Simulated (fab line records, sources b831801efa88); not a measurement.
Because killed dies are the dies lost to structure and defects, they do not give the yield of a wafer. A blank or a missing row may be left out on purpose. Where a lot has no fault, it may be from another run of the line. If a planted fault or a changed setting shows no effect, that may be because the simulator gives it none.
Problem report in the 8D (eight disciplines) form, filled by code | flow gf180mcu | the parts of the form that need people (team, actions taken, sign-off) are left out

1. PROBLEM STATEMENT
Mean HV_LDD_CVD_56_THK at GF_HV_LDD_THK_MEAS_57: 101.5 nm over 6 wafers in 2 lots; fault-free wafers: 90.2 nm, standard deviation 0.92. That puts it +12 standard deviations away from the usual mean.
First seen on wafer L892.1, day 17 02:26, on filmMetro-01. The record holds 33 wafers of 11 lots with a number at this step. By rule, "out" or "out of limits" means more than 4 standard deviations away from the usual mean. Any other wafer with a number is counted as sound.

2. WHAT IT IS; WHAT IT IS NOT
question                    | is                         | is not
which readings at this step | HV_LDD_CVD_56_THK          | -
which lots                  | L892, L893                 | L879, L881, L882, L886, L894, L896, L897, L901, L902
which wafers of those lots  | all that have a number     | -
read on which gauges        | filmMetro-01, filmMetro-03 | filmMetro-02
when                        | from day 17 02:26          | up to then (12 sound wafers); but 15 sound wafers of L894, L896, L897, L901, L902 came after

3. WHAT RULES OUT EACH SUSPECT
Counting: a tool at any process step up to the reading remains a suspect when it ran all the lots that are out and ran no sound lot after the first of those.
- ruled out: the gauge at GF_HV_LDD_THK_MEAS_57. Those wafers that are out were read across 2 gauges (filmMetro-01, filmMetro-03).
- lpcvd-01 at GF_HV_LDD_CVD_56 (deposits Si3N4 from DCS/NH3, target thk 90 nm, time 1543 s): kept. All lots that are out passed through it, beginning with L892 at day 17 01:00, and no sound lot followed; its final sound lot before that point was L886 at day 14 19:51. On those wafers its own readings are out: spikeTcLowerC, susceptorTempC.
Remaining after the count: lpcvd-01 at GF_HV_LDD_CVD_56.

4. THE CAUSE (what the simulator had put in)
lpcvd-01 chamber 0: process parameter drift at GF_HV_LDD_CVD_56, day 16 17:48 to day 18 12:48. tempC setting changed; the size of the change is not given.
The count eliminated every tool but this one.

5. THE CHAIN OF EFFECTS, in route order
One row per reading whose mean, taken over the struck wafers that have a number, lies over 3 standard deviations from the usual. Scope: only readings with a usual standard deviation given in the record; hours: median across lots of the time from each lot's start at the first step in this table that gives one to its start at this step; sigmas: change in usual standard deviations.
hours | step                  | reading           | usual      | on struck wafers | change | sigmas
0     | GF_HV_LDD_CVD_56      | spikeTcCentreC    | 769.9 C    | 774.7            | +4.8   | +3.5
0     | GF_HV_LDD_CVD_56      | spikeTcLowerC     | 770.2 C    | 777.7            | +7.5   | +4.7
0     | GF_HV_LDD_CVD_56      | spikeTcUpperC     | 769.0 C    | 776.2            | +7.2   | +4.8
0     | GF_HV_LDD_CVD_56      | susceptorTempC    | 770.1 C    | 776.3            | +6.2   | +17
1     | GF_HV_LDD_THK_MEAS_57 | HV_LDD_CVD_56_THK | 90.2 nm    | 101.5            | +11.3  | +12
4     | GF_HV_LDD_ETCHBACK_58 | oesProductAu      | 0.844 a.u. | 0.898            | +0.054 | +7.9
Its process steps:
- GF_HV_LDD_CVD_56: deposits Si3N4 from DCS/NH3, target thk 90 nm, time 1543 s.
- GF_HV_LDD_ETCHBACK_58: etches Si3N4 in CH3F/O2, stops on SiO2, time 100 s, target depth 90 nm.

6. HOW IT WOULD HAVE BEEN CAUGHT EARLIER
The first out-of-limits reading at a measuring or inspecting step in this record came at day 17 02:26, 9 hours after the fault's start at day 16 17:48.
The tool's own readings at GF_HV_LDD_CVD_56 were out on every struck wafer that the step has a row for (spikeTcLowerC, susceptorTempC): an alarm limit on them would have fired on the first of those.
Of the lots that are out (2), L893 began GF_HV_LDD_CVD_56 on lpcvd-01 after day 17 02:26. A hold on the tool at that time would have spared it.
